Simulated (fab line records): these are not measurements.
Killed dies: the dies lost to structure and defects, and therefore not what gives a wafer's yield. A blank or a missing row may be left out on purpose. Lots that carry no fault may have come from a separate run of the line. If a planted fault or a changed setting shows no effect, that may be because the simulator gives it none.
Comparing a struck lot with a sound one	flow gf180mcu	14 out of 602 route steps
Sound: the wafers L761.1, L761.3, L761.4. Wafers L772.2, L772.3, L772.5 were the ones struck. At the end, the cause is stated.
Per side, at each step with rows, come the tool, then ch with its chambers, and then its first start. Under that, the readings that differ: sound wafers	struck wafers	difference of the means	sigmas: that difference in standard deviations of wafers without a fault.
alike: readings whose means differ by less than 2 such deviations, and words and numbers that are the same on both sides. not compared: withheld readings, readings that some wafer has no value for, bounds like >300 that may hide the same value, and numbers for which the record gives no deviation and whose values overlap.
Wherever a step has rows on one side only, a row that says differs or no value, or a row with sigmas, the two part there. Numbers that don't overlap but have no deviation are shown without sigmas and don't part them. A reading that every wafer of one side lacks parts them only if that side has two wafers or more.

first, 2 steps without rows for these wafers: GF_MIM_PEB_17; GF_MIM_DEVELOP_18 (develop time 58.26 s).
GF_MIM_METAL_ETCH_19: etches the open film in Cl2/BCl3, stops on Si3N4, target depth 324.5 nm, time 54.1 s.
  sound on rie metal-02 ch 0,1, day 28 04:31; struck on rie metal-02 ch 0,1, day 31 15:41
reading	sound	struck	difference	sigmas
throttle valve pct (%)	28.293 28.300 28.305	28.266 28.276 28.281	-0.025	-2
  alike: drypump motor current A, oes product au
  not compared: rf hours counter h
GF_MIM_STRIP_20: strips in O2/N2.
  sound on plasma asher-02 ch 0,1, day 28 04:35; struck on plasma asher-03 ch 0,1, day 31 15:46
  alike: drypump motor current A, heater power w, oes product au, strip time to endpoint s
  not compared: rf hours counter h
then, 8 steps without rows for these wafers: GF_MIM_STRIP_21 (strips in post etch residue remover, time 1200 s); GF_MIM_CLEAN_22 (cleans in DIW); GF_M5_DEHYDRATE_00 (time 60 s); GF_M5_HMDS_01 (prime time 60 s); GF_M5_COAT_02 (resist thk 1000 nm); GF_M5_SOFTBAKE_03 (time 60 s); GF_M5_EXPOSE_04 (exposes mask Metal5, target cd 280 nm); GF_M5_PEB_05 (peb time 90 s).
GF_M5_DEVELOP_06: develop time 60 s.
  sound on litho track-04 ch 0, day 28 07:19; struck on litho track-04, day 32 08:35
  no value came back on the struck wafers for chill plate temp C (C), develop time s (s); on the sound wafers chill plate temp C (C) reads 23.12 23.04 22.99
reading	sound	struck	difference	sigmas
model.KrF_of_M5_COAT_02.thk nm (nm)	984.8 984.8 986.3	1004 1004 1003	+18	
GF_M5_CD_MEAS_07 targets a cd of 280 nm.
  sound on cd sem-01 at day 28 19:52; struck on cd sem-02 at day 32 08:44
reading	sound	struck	difference	sigmas
cd nm (nm)	280.7 280.5 281.0	- - -	no value on the struck wafers	

WHERE THEY PART
At GF_MIM_METAL_ETCH_19 first; at GF_M5_CD_MEAS_07 last (within this record only).

WHY: what the simulator had put in
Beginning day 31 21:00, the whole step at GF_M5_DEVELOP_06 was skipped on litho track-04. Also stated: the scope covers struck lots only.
